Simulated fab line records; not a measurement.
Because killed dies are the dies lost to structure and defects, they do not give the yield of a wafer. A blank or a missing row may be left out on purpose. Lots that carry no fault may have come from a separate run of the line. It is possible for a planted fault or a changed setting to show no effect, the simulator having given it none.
Chamber matching    flow sky130    SKY_LI_CONTACT_HDPCVD_00 on hdpcvd-02: 3 sister chambers
The step deposits PSG, target thk 930 nm, time 155 s. 20 wafers are shown with their chamber, then 9 later ones without.

WAFERS, EACH WITH ITS CHAMBER
wafer   chamber  sih4FlowSccm (sccm)
L842.1  2        59.81
L842.3  0        59.72
L842.5  1        59.96
L841.1  1        59.64
L841.4  2        59.89
L841.5  1        59.39
L843.2  2        59.96
L843.5  2        59.99
L843.6  0        59.94
L844.3  1        60.03
L844.4  2        59.59
L844.5  0        60.37
L845.2  2        59.97
L845.3  0        60.10
L845.6  0        60.24
L846.3  1        60.09
L846.5  1        60.27
L846.6  2        59.97
L847.1  2        59.99
L847.2  1        60.11

SIGNATURES (averages over the wafers above)
reading       chamber 0  chamber 1  chamber 2  scatter within a chamber
sih4FlowSccm  60.0740    59.9271    59.8963    0.237
Rule: distance of a wafer from a chamber = root of the sum over the readings of ((wafer's reading minus chamber's mean) / reading's scatter) squared. If the next closest chamber is less than 2 further off than the closest, the wafer can't be placed; otherwise it belongs to the closest. The scatter: the root of (the sum of the squares of (reading less its chamber's mean) over the shown wafers, divided by (wafers less chambers)).

WAFERS WITH NO CHAMBER GIVEN
wafer   sih4FlowSccm (sccm)
L847.5  59.80
L848.1  60.04
L848.4  59.79
L848.5  59.99
L850.2  60.21
L850.4  60.20
L850.6  60.22
L854.2  59.80
L854.6  60.07

CHAMBER TAKEN BY EACH
wafer   from the rows above           in truth
L847.5  can't be placed: 2 or 1 or 0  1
L848.1  can't be placed: 0 or 1 or 2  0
L848.4  can't be placed: 2 or 1 or 0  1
L848.5  can't be placed: 1 or 0 or 2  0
L850.2  can't be placed: 0 or 1 or 2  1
L850.4  can't be placed: 0 or 1 or 2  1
L850.6  can't be placed: 0 or 1 or 2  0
L854.2  can't be placed: 2 or 1 or 0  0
L854.6  can't be placed: 0 or 1 or 2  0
Placed correctly: 0 of 9. Cannot be placed on the basis of these rows: 9; the candidates contain the true chamber in 9. Wrongly placed: 0.
